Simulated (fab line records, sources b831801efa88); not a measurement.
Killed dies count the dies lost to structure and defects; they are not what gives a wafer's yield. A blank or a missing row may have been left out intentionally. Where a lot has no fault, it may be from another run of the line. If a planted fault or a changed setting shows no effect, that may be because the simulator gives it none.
Matching of chambers -- flow sky130 -- SKY_VIA4_HDPCVD_00 on hdpcvd-02 has 3 sister chambers
The step deposits SiO2, target thk 1750 nm, time 291.7 s. 14 wafers are shown with their chamber, then 7 later ones without.

== WAFERS WITH THEIR CHAMBER ==
wafer,chamber,run-length-s (s),pressure-mtorr (mTorr)
L912.1,1,319.6,6.000
L912.3,2,320.4,5.991
L912.4,0,319.2,5.990
L916.4,2,319.9,5.981
L916.5,0,318.5,6.009
L916.6,1,319.8,6.002
L917.1,0,319.0,6.005
L917.4,2,320.1,5.989
L917.5,0,318.6,5.999
L920.1,1,320.6,6.003
L920.2,2,320.4,6.002
L920.6,0,319.2,6.012
L925.1,1,319.6,6.021
L925.2,0,319.1,6.011

SIGNATURES, as means of the wafers listed above
reading,chamber 0,chamber 1,chamber 2,scatter within a chamber
run-length-s,318.933,319.900,320.200,0.348
pressure-mtorr,6.00433,6.00650,5.99075,0.00889
Rule: distance of a wafer from a chamber = root of the sum over the readings of ((wafer's reading minus chamber's mean) / reading's scatter) squared. If the next closest chamber is less than 2 further off than the closest, the wafer can't be placed; otherwise it belongs to the closest. The scatter: take each reading less its chamber's mean, square it, sum over the shown wafers, divide by the number of wafers less the number of chambers, and take the root.

== WAFERS WHOSE CHAMBER IS MISSING ==
wafer,run-length-s (s),pressure-mtorr (mTorr)
L925.3,320.2,6.002
L933.1,319.9,6.006
L933.5,320.0,6.030
L933.6,319.6,6.012
L935.3,319.9,6.020
L935.4,320.1,6.000
L935.5,319.8,6.012

== WHICH CHAMBER EACH ONE RAN IN ==
wafer,from the rows above,in truth
L925.3,can't be placed: 1 or 2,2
L933.1,can't be placed: 1 or 2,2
L933.5,can't be placed: 1 or 0 or 2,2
L933.6,can't be placed: 1 or 0 or 2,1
L935.3,can't be placed: 1 or 0 or 2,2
L935.4,can't be placed: 1 or 2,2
L935.5,can't be placed: 1 or 0 or 2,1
Correctly placed: 0 of 7. These rows do not allow placing 7 (true chamber among the candidates in 7). Placed wrongly: 0.
